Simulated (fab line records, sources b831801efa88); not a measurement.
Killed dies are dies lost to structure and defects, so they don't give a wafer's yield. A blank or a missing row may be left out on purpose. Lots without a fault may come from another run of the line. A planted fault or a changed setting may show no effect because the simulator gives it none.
Chamber matching | flow sky130 | SKY_PASSIVATION_ETCH_11 on rie_diel-03: 4 sister chambers
The step etches the open film in CF4/O2, stops on AlCu, target depth 725 nm, time 161.1 s. 18 wafers are shown with their chamber, then 9 later ones without.

WAFERS WITH THEIR CHAMBER
wafer  | chamber | drypump_motor_current_A (A) | oes_product_au (a.u.) | throttle_valve_pct (%)
L074.1 | 2       | 4.7                         | 0.970                 | 5.982
L074.2 | 1       | 5.4                         | 0.967                 | 5.975
L074.5 | 1       | 5.4                         | 0.972                 | 5.959
L075.1 | 0       | 6.2                         | 0.980                 | 5.955
L075.2 | 1       | 5.4                         | 0.968                 | 5.954
L075.3 | 2       | 4.6                         | 0.985                 | 5.974
L075.4 | 1       | 5.4                         | 0.983                 | 5.960
L075.5 | 0       | 6.2                         | 0.989                 | 5.973
L075.6 | 2       | 4.7                         | 0.970                 | 5.966
L079.2 | 3       | 5.4                         | 0.969                 | 5.986
L079.4 | 0       | 6.2                         | 0.998                 | 5.997
L079.6 | 3       | 5.4                         | 0.976                 | 5.966
L082.1 | 2       | 4.7                         | 0.966                 | 5.969
L082.3 | 0       | 6.2                         | 0.986                 | 5.956
L082.5 | 3       | 5.4                         | 0.970                 | 5.972
L090.2 | 3       | 5.4                         | 0.970                 | 5.955
L090.3 | 0       | 6.2                         | 0.980                 | 5.972
L090.5 | 1       | 5.4                         | 0.980                 | 5.968

SIGNATURES (means of the wafers above)
reading                 | chamber 0 | chamber 1 | chamber 2 | chamber 3 | scatter within a chamber
drypump_motor_current_A | 6.200     | 5.400     | 4.675     | 5.400     | 0.0231
oes_product_au          | 0.98660   | 0.97400   | 0.97275   | 0.97125   | 0.00692
throttle_valve_pct      | 5.97060   | 5.96320   | 5.97275   | 5.96975   | 0.0122
Rule: a wafer's distance from a chamber is the root of the sum, over the readings, of the square of ((its reading less the chamber's mean) divided by the reading's scatter). The wafer belongs to the nearest chamber; if the next one is less than 2 further off, it can't be placed. The scatter: the root of (the sum of the squares of (reading less its chamber's mean) over the shown wafers, divided by (wafers less chambers)).

WAFERS WITHOUT THEIR CHAMBER
wafer  | drypump_motor_current_A (A) | oes_product_au (a.u.) | throttle_valve_pct (%)
L093.2 | 5.4                         | 0.974                 | 5.960
L093.3 | 6.2                         | 0.975                 | 5.965
L093.4 | 5.4                         | 0.987                 | 5.953
L095.3 | 5.4                         | 0.980                 | 5.987
L095.4 | 4.7                         | 0.972                 | 5.964
L095.5 | 5.4                         | 0.981                 | 5.971
L096.2 | 6.2                         | 0.972                 | 5.967
L096.3 | 5.4                         | 0.975                 | 5.970
L096.4 | 5.5                         | 0.985                 | 5.968

WHICH CHAMBER EACH WENT THROUGH
wafer  | from the rows above     | in truth
L093.2 | can't be placed: 1 or 3 | 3
L093.3 | 0                       | 0
L093.4 | can't be placed: 1 or 3 | 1
L095.3 | can't be placed: 3 or 1 | 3
L095.4 | 2                       | 2
L095.5 | can't be placed: 1 or 3 | 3
L096.2 | 0                       | 0
L096.3 | can't be placed: 3 or 1 | 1
L096.4 | can't be placed: 1 or 3 | 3
Placed correctly: 3 of 9. Can't be placed from these rows: 6 (the true chamber is among the candidates in 6). Placed wrongly: 0.
